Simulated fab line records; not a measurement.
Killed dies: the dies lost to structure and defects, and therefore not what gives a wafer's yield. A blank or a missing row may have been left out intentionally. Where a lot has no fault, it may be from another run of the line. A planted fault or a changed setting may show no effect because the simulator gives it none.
Matching of chambers + flow gf180mcu + GF_CONTACT_CMP_04 on cmp-01: 4 sister chambers
The step polishes SiO2. 4 wafers are shown with their chamber, then 7 later ones without.

WAFERS, EACH WITH ITS CHAMBER
| wafer  | chamber | motor-current-A (A) |
|--------|---------|---------------------|
| L954.4 | 1       | 12.0                |
| L954.5 | 2       | 10.8                |
| L955.2 | 0       | 11.8                |
| L955.3 | 3       | 14.4                |

WAFERS MISSING THEIR CHAMBER
| wafer  | motor-current-A (A) |
|--------|---------------------|
| L955.4 | 11.5                |
| L956.1 | 11.0                |
| L956.2 | 15.1                |
| L956.3 | 11.3                |
| L959.1 | 14.1                |
| L959.5 | 11.1                |
| L959.6 | 14.3                |

THE CHAMBER EACH PASSED THROUGH
| wafer  | from the rows above          | in truth |
|--------|------------------------------|----------|
| L955.4 | can't be placed: 0 or 1 or 2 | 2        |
| L956.1 | can't be placed: 2 or 0      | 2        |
| L956.2 | 3                            | 3        |
| L956.3 | can't be placed: 0 or 2 or 1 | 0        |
| L959.1 | 3                            | 3        |
| L959.5 | can't be placed: 2 or 0 or 1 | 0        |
| L959.6 | 3                            | 3        |
Correctly placed: 3 of 7. Can't be placed from these rows: 4 (the true chamber is among the candidates in 4). Wrongly placed: 0.
How it was worked out, from the rows above alone: a wafer's distance from a chamber is the root of the sum, over the readings, of the square of ((its reading less the chamber's mean) divided by the reading's scatter). The wafer belongs to the nearest chamber; if the next one is less than 2 further off, it can't be placed. A chamber's mean is the mean of its shown wafers. The scatter: root of mean squared gap, hidden wafer to nearest shown wafer, with one shown wafer a chamber.
